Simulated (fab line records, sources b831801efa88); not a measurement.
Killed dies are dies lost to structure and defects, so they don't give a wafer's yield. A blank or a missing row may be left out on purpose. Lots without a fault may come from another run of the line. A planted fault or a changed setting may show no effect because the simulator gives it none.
A struck lot beside a sound one | flow sky130 | 17 steps out of a route of 708
Sound: wafers L735.1, L735.3, L735.6. Struck: wafers L736.4, L736.5. The cause comes at the end.
At each step with rows: each side's tool, then ch and its chambers, then its first start. Under that, the readings that differ: sound wafers | struck wafers | difference of the means | sigmas: that difference in standard deviations of wafers without a fault.
alike: readings whose means differ by less than 2 such deviations, and words and numbers that are the same on both sides. not compared: withheld readings, readings that some wafer has no value for, bounds like >300 that may hide the same value, and numbers for which the record gives no deviation and whose values overlap.
The two part at a step that has a row with sigmas, a row that says differs or no value, or rows on one side only. Numbers that don't overlap but have no deviation are shown without sigmas and don't part them. A reading that every wafer of one side lacks parts them only if that side has two wafers or more.

first, 1 step without rows for these wafers: SKY_LDD_N_IMPLANT_15.
SKY_LDD_N_STRIP_16: strips in O2/N2.
  sound on plasma_asher-03 ch 0, day 20 14:25; struck on plasma_asher-01 ch 0,1, day 20 23:16
  alike: drypump_motor_current_A, n2_flow_sccm, o2_flow_sccm, oes_product_au, strip_time_to_endpoint_s
  not compared: rf_hours_counter_h
SKY_LDD_N_TW_MEAS_17:
  sound on film_metro-01, day 20 14:31; struck on film_metro-01, day 20 23:22
  alike: LDD_N_TW
then, 7 steps without rows for these wafers: SKY_LDD_P_DEHYDRATE_00 (time 60 s); SKY_LDD_P_HMDS_01 (prime time 60 s); SKY_LDD_P_COAT_02 (resist thk 1140 nm); SKY_LDD_P_SOFTBAKE_03 (time 60 s); SKY_LDD_P_EXPOSE_04 (exposes mask PSDM, target cd 380 nm); SKY_LDD_P_PEB_05; SKY_LDD_P_DEVELOP_06 (develop time 60 s).
SKY_LDD_P_CD_MEAS_07: target cd 380 nm.
  sound on cd_sem-01, day 21 21:08; struck on cd_sem-01, day 22 05:31
  alike: cd_nm
SKY_LDD_P_OVL_MEAS_08:
  sound on overlay-01, day 21 21:16; struck on overlay-02, day 22 05:35
  alike: LDD_P_OVL
SKY_LDD_P_IMPLANT_09:
  sound on implanter-02 ch 0, day 21 21:17; struck on implanter-02 ch 0, day 22 05:41
  alike: beam_energy_keV
SKY_LDD_P_STRIP_10: strips in O2/N2.
  sound on plasma_asher-01 ch 0,1, day 21 21:26; struck on plasma_asher-01 ch 1, day 22 05:47
  reading             | sound             | struck      | difference | sigmas
  n2_flow_sccm (sccm) | 299.3 299.6 299.9 | 302.1 301.0 | +1.9       | +2
  alike: drypump_motor_current_A, o2_flow_sccm, oes_product_au, strip_time_to_endpoint_s
  not compared: rf_hours_counter_h
SKY_LDD_P_TW_MEAS_11:
  sound on film_metro-02, day 21 21:32; struck on film_metro-02, day 22 05:53
  reading  | sound       | struck  | difference | sigmas
  LDD_P_TW | 630 630 633 | 620 617 | -12        | -2
then, 1 step without rows for these wafers: SKY_LDD_HVN_DEHYDRATE_00 (time 60 s).
-- the record jumps here: 26 days lie between the struck wafers' starts before and after (it left off in module LDD_HVN and takes up again in module PAD_OPEN, whose first step shown is number 708 of the route) --
SKY_PAD_OPEN_PROBE_99:
  sound on prober-02, day 47 18:32; struck on prober-02, day 47 23:34
  reading                                 | sound                  | struck         | difference | sigmas
  model.etest.tip_p.rs_ohm_sq_range       | 116.6 136.2 160        | 3295 3452      | +3236      |
  model.etest.pfet_01v8.drive_ua_um_range | 7.479 7.763 5.883      | 19.46 16.64    | +11.01     |
  model.etest.pfet_01v8.vt_v_range        | 0.01706 0.01447 0.0124 | 0.04882 0.0403 | +0.02992   |
  alike: killed_at_M0_to_M3, killed_at_M4_up, killed_at_contacts, killed_at_front_end, killed_at_other, killed_dies, killed_open, killed_short

WHERE THEY PART
First at SKY_LDD_P_STRIP_10; last, within this record, at SKY_LDD_P_TW_MEAS_11. Later steps at which nothing parts them and some readings are alike: SKY_PAD_OPEN_PROBE_99.

WHY: what the simulator had put in
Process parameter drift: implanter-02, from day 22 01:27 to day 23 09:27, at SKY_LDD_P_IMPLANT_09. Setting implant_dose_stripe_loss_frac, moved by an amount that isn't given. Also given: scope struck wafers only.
